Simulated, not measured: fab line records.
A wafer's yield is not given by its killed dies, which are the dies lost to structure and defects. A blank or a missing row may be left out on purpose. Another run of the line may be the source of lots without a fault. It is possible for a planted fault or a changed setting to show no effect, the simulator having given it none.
Chamber matching    flow gf180mcu    GF_CONTACT_CVD_00 on hdpcvd-01 has 3 sister chambers
The step deposits SiO2, target thk 300 nm, time 50 s. 14 wafers are shown with their chamber, then 7 later ones without.

== WAFERS WITH THEIR CHAMBER ==
wafer   chamber  pressureMtorr (mTorr)  sih4FlowSccm (sccm)
L745.2  0        6.002                  59.87
L745.3  1        6.003                  59.92
L745.6  0        6.005                  59.88
L750.1  2        5.995                  59.90
L750.3  1        5.993                  60.00
L750.6  1        5.993                  59.82
L756.1  0        6.008                  60.26
L756.5  1        6.012                  59.94
L756.6  2        5.996                  60.18
L758.3  2        5.994                  59.66
L758.4  0        6.019                  60.03
L758.5  1        6.010                  60.28
L759.3  2        6.009                  59.98
L759.4  1        6.001                  59.75

SIGNATURES, as means of the wafers listed above
reading        chamber 0  chamber 1  chamber 2  scatter within a chamber
pressureMtorr  6.00850    6.00200    5.99850    0.00764
sih4FlowSccm   60.0100    59.9517    59.9300    0.192
Rule: for each reading, subtract the chamber's mean from the wafer's reading, divide by that reading's scatter and square the result; add these up over the readings and take the root, which gives the wafer's distance from the chamber. If the next closest chamber is less than 2 further off than the closest, the wafer can't be placed; otherwise it belongs to the closest. How the scatter is found: for the shown wafers, subtract from each reading the mean of its chamber, square and add these, divide the total by (wafers less chambers), then take the root.

== WAFERS WHOSE CHAMBER IS MISSING ==
wafer   pressureMtorr (mTorr)  sih4FlowSccm (sccm)
L759.5  5.993                  59.92
L761.1  6.021                  59.91
L761.5  5.997                  59.61
L761.6  5.990                  59.93
L765.1  6.003                  60.02
L765.2  6.006                  60.08
L765.6  5.985                  59.74

== EACH ONE'S CHAMBER ==
wafer   from the rows above           in truth
L759.5  can't be placed: 2 or 1 or 0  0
L761.1  can't be placed: 0 or 1 or 2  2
L761.5  can't be placed: 2 or 1 or 0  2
L761.6  can't be placed: 2 or 1 or 0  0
L765.1  can't be placed: 1 or 0 or 2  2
L765.2  can't be placed: 0 or 1 or 2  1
L765.6  can't be placed: 2 or 1 or 0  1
Correctly placed: 0 of 7. Cannot be placed on the basis of these rows: 7; the candidates contain the true chamber in 7. Wrongly placed: 0.
